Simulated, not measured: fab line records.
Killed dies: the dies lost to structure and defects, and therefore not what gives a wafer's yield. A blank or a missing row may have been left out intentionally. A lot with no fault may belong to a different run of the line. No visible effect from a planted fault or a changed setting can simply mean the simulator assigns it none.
Code-filled problem report in 8D (eight disciplines) form | flow gf180mcu | the parts of the form that need people (team, actions taken, sign-off) are left out

== 1. THE ISSUE ==
cdNm at GF_STI_CD_MEAS_12 reads a mean of 333.9 nm on 6 wafers of 2 lots; wafers without a fault read 220.0 nm with a standard deviation of 1.2. That is +95 standard deviations from the usual mean.
The step: target cd 220 nm.
First observed at day 3 09:28: wafer L336.2, on cdSem-02. At this step, 42 wafers from 14 lots have a number in the record. By rule, "out" or "out of limits" means more than 4 standard deviations away from the usual mean. The rest of the wafers with a number are treated as sound.

== 2. WHAT THIS IS AND IS NOT ==
question                    | is                     | is not
which readings at this step | cdNm                   | -
which lots                  | L336, L338             | L330, L331, L334, L335, L337, L339, L343, L344, L346, L348, L349, L351
which wafers of those lots  | all that have a number | -
read on which gauges        | cdSem-02               | cdSem-01
when                        | from day 3 09:28       | up to then (9 sound wafers); but 27 sound wafers of L335, L337, L339, L343, L344, L346, L348, L349, L351 came after

== 3. SUSPECTS, AND WHAT RULES EACH OUT ==
Counting: a tool at any process step up to the reading remains a suspect when it ran all the lots that are out and ran no sound lot after the first of those.
- ruled out: the gauge at GF_STI_CD_MEAS_12. All the wafers that are out were read on cdSem-02, but those of them that GF_STI_PEB_10 has rows for are out there too, on other tools.
- lithoTrack-02 at GF_STI_PEB_10 (peb time 90 s): kept. Every lot that is out went through it, starting with L336 (day 3 09:08), and after that it ran no sound lot; the last sound lot it ran before then is L331 (day 2 05:33). Its own readings are out on those wafers: heaterPowerTotalW, plateTempC.
After counting, what remains is lithoTrack-02 at GF_STI_PEB_10.

== 4. THE CAUSE (what the simulator had put in) ==
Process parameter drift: lithoTrack-02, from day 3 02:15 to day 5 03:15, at GF_STI_PEB_10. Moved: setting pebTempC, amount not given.
The count eliminated every tool but this one.

== 5. THE EFFECT CHAIN, in route order ==
Each row: a reading whose mean over the struck wafers that have a number lies more than 3 standard deviations from the usual. Scope: only readings with a usual standard deviation given in the record; hours: median across lots of the time from each lot's start at the first step in this table that gives one to its start at this step; sigmas: change in usual standard deviations.
hours | step              | reading           | usual    | on struck wafers | change | sigmas
0     | GF_STI_PEB_10     | heaterPowerTotalW | 85.70 W  | 70.88            | -14.82 | -99 or more
0     | GF_STI_PEB_10     | plateTempC        | 135.00 C | 116.84           | -18.16 | -99 or more
0     | GF_STI_CD_MEAS_12 | cdNm              | 220.0 nm | 333.9            | +113.9 | +95
Its process steps:
- GF_STI_PEB_10: peb time 90 s.

== 6. HOW IT WOULD HAVE BEEN CAUGHT EARLIER ==
In this record the first reading out of limits at a measuring or inspecting step was taken at day 3 09:28, 7 hours after the fault began at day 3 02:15.
The tool's own readings at GF_STI_PEB_10 were out on every struck wafer that the step has a row for (heaterPowerTotalW, plateTempC): an alarm limit on them would have fired on the first of those.
L338, from the lots that are out (2), started GF_STI_PEB_10 on lithoTrack-02 later than day 3 09:28. Had the tool been put on hold then, it would have been spared.
